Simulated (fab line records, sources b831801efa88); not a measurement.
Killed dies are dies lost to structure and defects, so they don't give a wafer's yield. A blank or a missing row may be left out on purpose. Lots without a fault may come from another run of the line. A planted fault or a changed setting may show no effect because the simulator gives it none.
fab line records | flow gf180mcu
record lots=13 wafers=39 last_day=34
route steps=602 shown V5@555 TOP_METAL@572
lots that met no fault: from a run of the same line without faults
start_h: hours from the record's first day to the start of the lot's first wafer shown | wait_h: hours since the lot's step before | " the same as in the row above | L1.1+2: a row that stands for several wafers | - no value, or no start given | * or withheld: withheld | < > ~ a bound
route shown NAME@n: a module of which the file shows steps, and the number in the route of the first | usual: mean/standard deviation of fault-free wafers | same: alike in all rows | chamber/n: place in a boat | sites: the reading at each site | _std_site: their standard deviation | _edge_site: outer sites' mean less inner sites' | radius_mm: how far each site lies from the wafer's centre | mask NAME#n: copy n | behind: the tool/chamber that last shaped the wafer | hold: why the lot was held/for how many hours/how that ended | device: the transistor (n, p or np) that didn't switch | end of line: the same wafers' tests at the end of the route | a step without rows: its recipe alone | killed: dies lost to structure and defects at the first sort, not the wafer's yield | map: a wafer's dies, x killed, . not, _ none there
set.NAME: the setting as run; set.NAME@STEP: as run at that earlier step | model.NAME: the simulator's own value behind a step, which no gauge read
steps of the route over a sample of lots; a table a step, a row a wafer
services: from which hour (start_h, from the record's first day; less than 0 if before it) a tool's chamber was out of use, for how many hours, and why
## steps
# step GF_V5_OVL_MEAS_15
# usual V5_OVL=3/5.2
# columns lot.wafer tool chamber start_h wait_h V5_OVL[nm]
L492.1 overlay-01 - 634.88 0.1 3
L492.5 " - " " 1
L492.6 " - " " 1
L495.1 overlay-02 - 655.10 0.1 1
L495.2 " - " " 15
L495.6 " - " " 5
L497.4 overlay-02 - 671.45 0.1 -5
L497.5 " - " " 2
L497.6 " - " " 0
L496.1 overlay-02 - 673.38 0.1 -5
L496.2 " - " " 0
L496.3 " - " " 0
L500.1 overlay-01 - 694.70 0.1 -8
L500.3 " - " " -5
L500.5 " - " " 3
L501.1 overlay-02 - 704.68 0.1 0
L501.3 " - " " 6
L501.5 " - " " -1
L502.2 overlay-01 - 710.56 0.1 9
L502.4 " - " " 2
L502.5 " - " " 6
L504.1 overlay-01 - 718.58 0.1 2
L504.5 " - " " -3
L504.6 " - " " 2
L505.1 overlay-02 - 732.75 0.1 -1
L505.4 " - " " 3
L505.5 " - " " 0
L507.2 overlay-02 - 743.08 0.1 4
L507.4 " - " " -2
L507.5 " - " " -6
L508.2 overlay-02 - 745.16 0.1 3
L508.5 " - " " 6
L508.6 " - " " 5
L512.1 overlay-02 - 773.25 0.1 -2
L512.2 " - " " 4
L512.3 " - " " -4
L513.2 overlay-02 - 773.58 0.1 -1
L513.3 " - " " -2
L513.4 " - " " 1
# step GF_V5_CVD_23
# recipe material=W target_thk_nm=350 time_s=104.9 temp_c=400 pressure_torr=40
# usual heater_power_w=905/66
# columns lot.wafer tool chamber start_h wait_h heater_power_w
L492.1 cvd_w-01 1 635.73 0.0 860
L492.5 " 1 " " 866
L492.6 " 0 " " 944
L495.1 cvd_w-02 1 655.92 0.0 789
L495.2 " 0 " " 946
L495.6 " 0 " " 937
L497.4 cvd_w-01 1 672.32 0.1 869
L497.5 " 1 " " 845
L497.6 " 0 " " 975
L496.1 cvd_w-02 1 674.23 0.0 785
L496.2 " 0 " " 961
L496.3 " 0 " " 967
L500.1 cvd_w-01 1 695.52 0.0 860
L500.3 " 1 " " 885
L500.5 " 0 " " 981
L501.1 cvd_w-02 0 705.50 0.0 923
L501.3 " 1 " " 796
L501.5 " 1 " " 791
L502.2 cvd_w-01 1 711.53 0.0 877
L502.4 " 0 " " 948
L502.5 " 1 " " 888
L504.1 cvd_w-02 1 719.43 0.0 779
L504.5 " 0 " " 939
L504.6 " 1 " " 799
L505.1 cvd_w-01 1 733.57 0.0 881
L505.4 " 1 " " 868
L505.5 " 0 " " 972
L507.2 cvd_w-01 1 743.91 0.0 888
L507.4 " 0 " " 962
L507.5 " 0 " " 965
L508.2 cvd_w-02 0 746.00 0.0 945
L508.5 " 0 " " 956
L508.6 " 1 " " 793
L512.1 cvd_w-02 0 774.07 0.0 950
L512.2 " 1 " " 800
L512.3 " 0 " " 954
L513.2 cvd_w-01 0 774.46 0.0 974
L513.3 " 0 " " 1003
L513.4 " 1 " " 873
# step GF_TOP_METAL_RS_MEAS_05
# recipe thk_meas_gauge=four-point-probe reads=TiN_of_TOP_METAL_SPUTTER_04+Ti_of_TOP_METAL_SPUTTER_03+AlCu_of_TOP_METAL_SPUTTER_02+TiN_of_TOP_METAL_SPUTTER_01+Ti_of_TOP_METAL_SPUTTER_00
# usual TOP_METAL_ALCU_RS=0.0327/0.00041
# columns lot.wafer tool chamber start_h wait_h TOP_METAL_ALCU_RS[ohm/sq]
L492.1 film_metro-04 - 636.55 0.0 0.0324
L492.5 " - " " 0.0327
L492.6 " - " " 0.0325
L495.1 film_metro-01 - 656.74 0.0 0.0325
L495.2 " - " " 0.0322
L495.6 " - " " 0.0314
L497.4 film_metro-02 - 673.15 0.1 0.0325
L497.5 " - " " 0.0328
L497.6 " - " " 0.0331
L496.1 film_metro-01 - 675.04 0.0 0.0322
L496.2 " - " " 0.0326
L496.3 " - " " 0.0325
L500.1 film_metro-01 - 696.34 0.0 0.0328
L500.3 " - " " 0.0324
L500.5 " - " " 0.0322
L501.1 film_metro-02 - 706.31 0.0 0.0329
L501.3 " - " " 0.0325
L501.5 " - " " 0.0323
L502.2 film_metro-01 - 712.36 0.0 0.0331
L502.4 " - " " 0.0325
L502.5 " - " " 0.0332
L504.1 film_metro-04 - 720.24 0.0 0.0330
L504.5 " - " " 0.0330
L504.6 " - " " 0.0327
L505.1 film_metro-01 - 734.39 0.0 0.0321
L505.4 " - " " 0.0327
L505.5 " - " " 0.0321
L507.2 film_metro-04 - 744.74 0.0 0.0321
L507.4 " - " " 0.0329
L507.5 " - " " 0.0330
L508.2 film_metro-04 - 746.84 0.0 0.0331
L508.5 " - " " 0.0330
L508.6 " - " " 0.0330
L512.1 film_metro-02 - 774.89 0.0 0.0333
L512.2 " - " " 0.0333
L512.3 " - " " 0.0328
L513.2 film_metro-02 - 775.51 0.0 0.0331
L513.3 " - " " 0.0327
L513.4 " - " " 0.0330
# step GF_TOP_METAL_METAL_ETCH_16
# recipe chemistry=Cl2/BCl3 mask_material=NOVOLAK target_depth_nm=1077.5 stop_on=SiO2 pressure_mtorr=8 icp_w=800 bias_w=140 Cl2_flow_sccm=80 bcl3_flow_sccm=40 time_s=179.6
# usual bcl3_flow_sccm=39.99/0.13 drypump_motor_current_A=5.58/0.22 he_backside_leak_sccm=3.32/0.14 oes_product_au=0.965/0.0068 throttle_valve_pct=28.257/0.011
# columns lot.wafer tool chamber start_h wait_h bcl3_flow_sccm drypump_motor_current_A he_backside_leak_sccm oes_product_au rf_hours_counter_h throttle_valve_pct
L492.1 rie_metal-02 1 656.56 0.0 40.02 5.43 3.12 0.969 5 28.236
L492.5 " 0 " " 40.07 5.33 3.28 0.962 - 28.252
L492.6 " 1 " " 40.03 5.45 3.27 0.966 - 28.259
L495.1 rie_metal-04 1 676.66 0.0 39.99 5.78 3.56 0.963 2 28.254
L495.2 " 0 " " 39.83 5.17 3.43 0.973 9 28.245
L495.6 " 1 " " 40.02 5.77 3.49 0.992 - 28.247
L497.4 rie_metal-04 0 691.66 0.1 40.04 5.20 3.40 0.973 - 28.256
L497.5 " 0 " " 40.01 5.20 3.40 0.962 - 28.257
L497.6 " 1 " " 40.04 5.77 3.42 0.953 - 28.276
L496.1 rie_metal-01 1 694.07 0.0 39.94 5.75 3.38 0.965 1 28.258
L496.2 " 0 " " 40.06 5.76 3.10 0.971 13 28.260
L496.3 " 1 " " 39.93 5.76 3.35 0.965 - 28.256
L500.1 rie_metal-04 1 714.49 0.0 39.98 5.78 3.38 0.964 3 28.248
L500.3 " 1 " " 39.95 5.79 3.51 0.962 - 28.249
L500.5 " 1 " " 39.89 5.76 3.55 0.977 - 28.252
L501.1 rie_metal-02 0 724.94 0.0 39.91 5.33 3.24 0.964 6 28.262
L501.3 " 0 " " 39.96 5.35 3.23 0.968 - 28.249
L501.5 " 0 " " 40.08 5.33 3.29 0.967 - 28.233
L502.2 rie_metal-01 0 730.06 0.0 40.13 5.77 3.41 0.966 14 28.271
L502.4 " 1 " " 40.12 5.80 3.18 0.963 - 28.230
L502.5 " 0 " " 40.08 5.76 3.13 0.962 - 28.263
L504.1 rie_metal-02 0 737.31 0.0 40.06 5.31 3.20 0.958 6 28.263
L504.5 " 1 " " 39.83 5.45 3.35 0.958 - 28.260
L504.6 " 0 " " 40.22 5.33 3.18 0.958 - 28.252
L505.1 rie_metal-01 0 751.61 0.0 39.98 5.75 3.25 0.972 15 28.234
L505.4 " 0 " " 39.90 5.74 3.14 0.965 - 28.242
L505.5 " 1 " " 39.97 5.79 3.17 0.978 - 28.244
L507.2 rie_metal-02 0 761.42 0.0 39.85 5.33 3.34 0.970 7 28.256
L507.4 " 0 " " 39.87 5.30 3.34 0.962 - 28.271
L507.5 " 1 " " 40.26 5.40 3.47 0.964 - 28.265
L508.2 rie_metal-04 1 763.56 0.1 39.93 5.77 3.54 0.960 - 28.255
L508.5 " 1 " " 39.84 5.80 3.59 0.970 - 28.242
L508.6 " 1 " " 40.06 5.79 3.54 0.961 - 28.266
L512.1 rie_metal-01 1 790.44 0.0 40.07 5.80 3.23 0.963 6 28.259
L512.2 " 0 " " 39.92 5.73 3.26 0.965 1 28.282
L512.3 " 0 " " 40.09 5.75 3.46 0.964 - 28.255
L513.2 rie_metal-02 0 791.11 0.0 39.77 5.33 3.19 0.958 9 28.254
L513.3 " 0 " " 40.05 5.31 3.13 0.835 - 28.406
L513.4 " 1 " " 40.08 5.42 3.33 0.840 - 28.400
# step GF_TOP_METAL_STRIP_17
# recipe chemistry=O2/N2 power_w=1400 pressure_mtorr=1500 platen_temp_c=250 o2_flow_sccm=3000 n2_flow_sccm=300 overash_fraction=0.5
# usual drypump_motor_current_A=5.5/0.32 heater_power_w=343/16 oes_product_au=0.710/0.0046 strip_time_to_endpoint_s=13.48/0.098
# columns lot.wafer tool chamber start_h wait_h drypump_motor_current_A heater_power_w oes_product_au rf_hours_counter_h strip_time_to_endpoint_s
L492.1 plasma_asher-03 0 656.73 0.1 5.8 332 0.711 54 13.43
L492.5 " 0 " " 5.9 330 0.711 - 13.57
L492.6 " 1 " " 5.6 359 0.710 - 13.41
L495.1 plasma_asher-03 0 676.83 0.1 5.9 328 0.707 56 13.46
L495.2 " 1 " " 5.6 352 0.709 56 13.54
L495.6 " 1 " " 5.6 361 0.710 - 13.45
L497.4 plasma_asher-03 0 691.81 0.1 5.9 335 0.715 - 13.60
L497.5 " 1 " " 5.6 352 0.714 - 13.56
L497.6 " 0 " " 5.9 335 0.704 - 13.42
L496.1 plasma_asher-01 1 694.24 0.1 5.7 349 0.712 91 13.50
L496.2 " 0 " " 5.0 323 0.708 91 13.27
L496.3 " 1 " " 5.7 355 0.703 - 13.55
L500.1 plasma_asher-03 0 714.84 0.3 5.8 330 0.710 61 13.43
L500.3 " 1 " " 5.6 347 0.718 - 13.45
L500.5 " 1 " " 5.6 352 0.706 - 13.34
L501.1 plasma_asher-01 1 725.11 0.1 5.7 356 0.716 94 13.57
L501.3 " 1 " " 5.7 358 0.718 - 13.50
L501.5 " 1 " " 5.7 362 0.712 - 13.52
L502.2 plasma_asher-01 1 730.23 0.1 5.7 363 0.710 95 13.37
L502.4 " 1 " " 5.7 362 0.705 - 13.52
L502.5 " 0 " " 5.0 320 0.705 - 13.29
L504.1 plasma_asher-01 1 737.48 0.1 5.7 343 0.706 96 13.67
L504.5 " 1 " " 5.7 356 0.706 - 13.39
L504.6 " 0 " " 4.9 323 0.710 - 13.59
L505.1 plasma_asher-03 1 751.78 0.1 5.6 346 0.707 66 13.33
L505.4 " 0 " " 5.8 324 0.713 - 13.35
L505.5 " 1 " " 5.6 350 0.711 - 13.55
L507.2 plasma_asher-04 0 761.59 0.1 5.2 341 0.722 2 13.64
L507.4 " 0 " " 5.2 340 0.716 - 13.56
L507.5 " 1 " " 5.8 366 0.714 - 13.32
L508.2 plasma_asher-01 1 763.86 0.2 5.7 359 0.706 99 13.44
L508.5 " 0 " " 5.0 327 0.705 - 13.43
L508.6 " 1 " " 5.7 354 0.715 - 13.52
L512.1 plasma_asher-01 0 790.61 0.1 5.0 321 0.710 101 13.54
L512.2 " 1 " " 5.7 354 0.713 101 13.32
L512.3 " 1 " " 5.7 350 0.718 - 13.40
L513.2 plasma_asher-04 1 791.34 0.2 5.7 361 0.707 5 13.62
L513.3 " 1 " " 5.7 364 0.711 - 14.73
L513.4 " 0 " " 5.2 331 0.706 - 14.70
## services
# columns tool chamber start_h hours kind
rie_metal-02 1 613.93 5.6 repair
cvd_w-02 - 632.32 14.6 pm
rie_metal-01 1 636.20 5.8 repair
rie_metal-01 1 642.01 - clean
rie_metal-01 1 642.01 17.8 scheduled_down
rie_metal-01 1 642.01 17.8 vent_cycle
plasma_asher-01 - 661.91 15.6 pm
rie_metal-02 1 661.97 6.2 repair
plasma_asher-03 - 666.39 1.4 repair
plasma_asher-01 - 677.51 14.6 pm
plasma_asher-01 - 692.11 1.7 pm
plasma_asher-04 - 696.87 6.8 repair
rie_metal-04 0 710.28 61.1 repair
rie_metal-01 - 718.22 0.7 repair
cvd_w-01 1 719.97 3.7 repair
plasma_asher-04 - 733.75 9.0 pm
cvd_w-02 - 735.20 6.9 pm
rie_metal-04 - 743.11 0.3 repair
plasma_asher-04 - 744.69 1.2 repair
cvd_w-02 - 747.47 3.1 repair
rie_metal-01 0 751.78 - clean
plasma_asher-03 - 756.89 2.2 repair
cvd_w-01 1 779.95 8.4 repair
plasma_asher-03 - 785.14 1.2 repair
## key
first_sign step=GF_TOP_METAL_METAL_ETCH_16 reading=oes_product_au direction=down sigmas=19 usual=0.965 struck=0.837
effect step=GF_TOP_METAL_METAL_ETCH_16 reading=throttle_valve_pct direction=up sigmas=13 usual=28.257 struck=28.403
effect step=GF_TOP_METAL_STRIP_17 reading=strip_time_to_endpoint_s direction=up sigmas=13 usual=* struck=*
met_at GF_TOP_METAL_METAL_ETCH_16
struck_lots L513
struck_wafers L513.3,L513.4
sort_left_out L513.3,L513.4
not_acting_at GF_V5_OVL_MEAS_15,GF_V5_CVD_23,GF_TOP_METAL_RS_MEAS_05
onset_between 761.42 791.11
fault kind=process_parameter_drift tool=rie_metal-02 chamber=- onset_h=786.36 steps=GF_TOP_METAL_METAL_ETCH_16 channel=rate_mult offset=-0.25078 shape=step end_h=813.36 scope=struck_wafers_only
# sort_left_out: the simulated sort isn't trusted on such a fault, so these wafers' sort isn't shown, and their yield isn't known
